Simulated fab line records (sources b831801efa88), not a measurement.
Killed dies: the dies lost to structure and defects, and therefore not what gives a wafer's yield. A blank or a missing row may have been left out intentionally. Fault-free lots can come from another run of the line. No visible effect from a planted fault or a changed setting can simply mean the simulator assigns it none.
One fault seen from 2 desks    flow sky130    what lay behind the numbers comes last; until then each desk has only its own

## THE TOOL OWNER'S DESK: cvd_w-01
The tool's own readings at SKY_LI_CONTACT_CVD_21 (deposits W, target thk 400 nm, time 120.56 s): means of the sampled wafers that have a number, for each lot that ran on this tool. Marked OUT: a lot whose mean sits more than 4 standard deviations from the usual mean, which makes it out of limits; the brackets give that distance.
Columns: A = chamber_pressure_Torr at SKY_LI_CONTACT_CVD_21, usual 39.99 Torr; B = heater_power_w at SKY_LI_CONTACT_CVD_21, usual 852 W
lot   first seen here  A                B
L347  day 28 17:42     39.94            820
L350  day 29 20:31     41.67 (+19) OUT  845
L351  day 30 05:15     41.54 (+18) OUT  813
L362  day 33 23:29     40.01            835
L365  day 35 02:31     40.00            811
This desk's finding: out of limits on L350, L351; first on L350, day 29 20:31 (chamber_pressure_Torr at SKY_LI_CONTACT_CVD_21). L347, L362, L365: within limits.

## THE METROLOGY DESK
What the gauges read for every lot (on any tool): the sampled wafers with a number, averaged. Marked OUT: a lot whose mean sits more than 4 standard deviations from the usual mean, which makes it out of limits; the brackets give that distance.
Columns: A = cd_nm at SKY_LI_CONTACT_CD_MEAS_12, usual 170.2 nm; B = LI_CONTACT_OVL at SKY_LI_CONTACT_OVL_MEAS_13, usual 1 nm; C = LI_CONTACT_W_RS at SKY_LI_CONTACT_RS_MEAS_22, usual 0.2686 ohm/sq
lot   first seen here  A      B   C
L347  day 28 16:59     169.0  -5  0.2697
L350  day 29 19:47     170.4  5   0.2611
L351  day 30 04:28     169.0  3   0.2631
L362  day 33 22:46     171.9  7   0.2716
L365  day 35 01:49     170.2  1   0.2732
L368  day 35 19:05     170.6  6   0.2714
Finding of this desk: none of the 6 lots has anything out of limits.

## ALL TOGETHER
The tool owner's desk had the chance to raise an alarm at day 29 20:31 on L350, L351.
The metrology desk saw nothing out of limits.
The metrology desk has L350, L351 on record, within its limits.
Of the lots named, all ran SKY_LI_CONTACT_CVD_21 on cvd_w-01.

## WHAT THE SIMULATOR PUT IN
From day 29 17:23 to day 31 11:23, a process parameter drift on cvd_w-01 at SKY_LI_CONTACT_CVD_21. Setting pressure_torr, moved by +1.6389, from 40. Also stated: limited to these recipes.
Shown lots that were struck: L350, L351.
Delay in hours, fault start to first out-of-limits reading, by desk: the tool owner's desk at 3.
